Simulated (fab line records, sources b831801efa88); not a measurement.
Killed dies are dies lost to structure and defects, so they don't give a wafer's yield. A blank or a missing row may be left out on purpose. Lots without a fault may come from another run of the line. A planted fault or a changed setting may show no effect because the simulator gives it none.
One fault seen from 2 desks | flow sky130 | each desk has only its own numbers; what lay behind them comes last

THE TOOL OWNER'S DESK: hdpcvd-01
The tool's own readings at SKY_VIA1_HDPCVD_00 (deposits SiO2, target thk 1030 nm, time 171.7 s): means of the sampled wafers that have a number, for each lot that ran on this tool. A lot is out of limits, marked OUT, if its mean lies more than 4 standard deviations from the usual mean; the brackets give that distance.
Columns: A = pressure_mtorr at SKY_VIA1_HDPCVD_00, usual 5.999 mTorr; B = run_length_s at SKY_VIA1_HDPCVD_00, usual 199.8 s
lot  | first seen here | A     | B
L260 | day 35 04:49    | 5.988 | 199.4
L261 | day 35 14:42    | 5.992 | 196.6 (-6.2) OUT
L262 | day 35 20:26    | 5.984 | 196.6 (-6.2) OUT
L263 | day 36 04:10    | 6.009 | 196.2 (-6.9) OUT
L271 | day 39 06:37    | 6.018 | 199.8
L273 | day 39 14:51    | 5.995 | 199.9
L277 | day 40 10:23    | 6.001 | 199.9
This desk's finding: out of limits on L261, L262, L263; first on L261, day 35 14:42 (run_length_s at SKY_VIA1_HDPCVD_00). In limits: L260, L271, L273, L277.

THE METROLOGY DESK
What the gauges read, lot by lot, whatever tool the lot ran on: means of the sampled wafers that have a number. A lot is out of limits, marked OUT, if its mean lies more than 4 standard deviations from the usual mean; the brackets give that distance.
Columns: A = CONTACT_W_RS at SKY_CONTACT_RS_MEAS_25, usual 0.337 ohm/sq; B = VIA1_HDPCVD_THK at SKY_VIA1_THK_MEAS_01, usual 1034 nm
lot  | first seen here | A     | B
L257 | day 33 03:33    | 0.337 | 1043
L260 | day 33 23:52    | 0.331 | 1044
L261 | day 34 10:03    | 0.341 | 1008
L262 | day 34 15:40    | 0.342 | 1023
L263 | day 35 00:01    | 0.334 | 1025
L270 | day 37 13:00    | 0.334 | 1047
L271 | day 38 03:22    | 0.334 | 1040
L273 | day 38 11:32    | 0.342 | 1039
L277 | day 39 07:40    | 0.335 | 1027
L278 | day 39 14:29    | 0.336 | 1031
L279 | day 39 16:42    | 0.338 | 1038
This desk's finding: nothing out of limits on any of the 11 lots.

PUT TOGETHER
The tool owner's desk could have raised an alarm at day 35 14:42, on L261, L262, L263.
The metrology desk saw nothing out of limits.
The metrology desk has L261, L262, L263 on record, within its limits.
Of the lots named, all ran SKY_VIA1_HDPCVD_00 on hdpcvd-01.

WHAT THE SIMULATOR HAD PUT IN
Process parameter drift: hdpcvd-01, from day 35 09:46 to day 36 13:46, at SKY_VIA1_HDPCVD_00. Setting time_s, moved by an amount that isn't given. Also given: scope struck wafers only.
Lots struck among those shown: L261, L262, L263.
Hours from the fault's start to each desk's first reading out of limits: the tool owner's desk, 5.
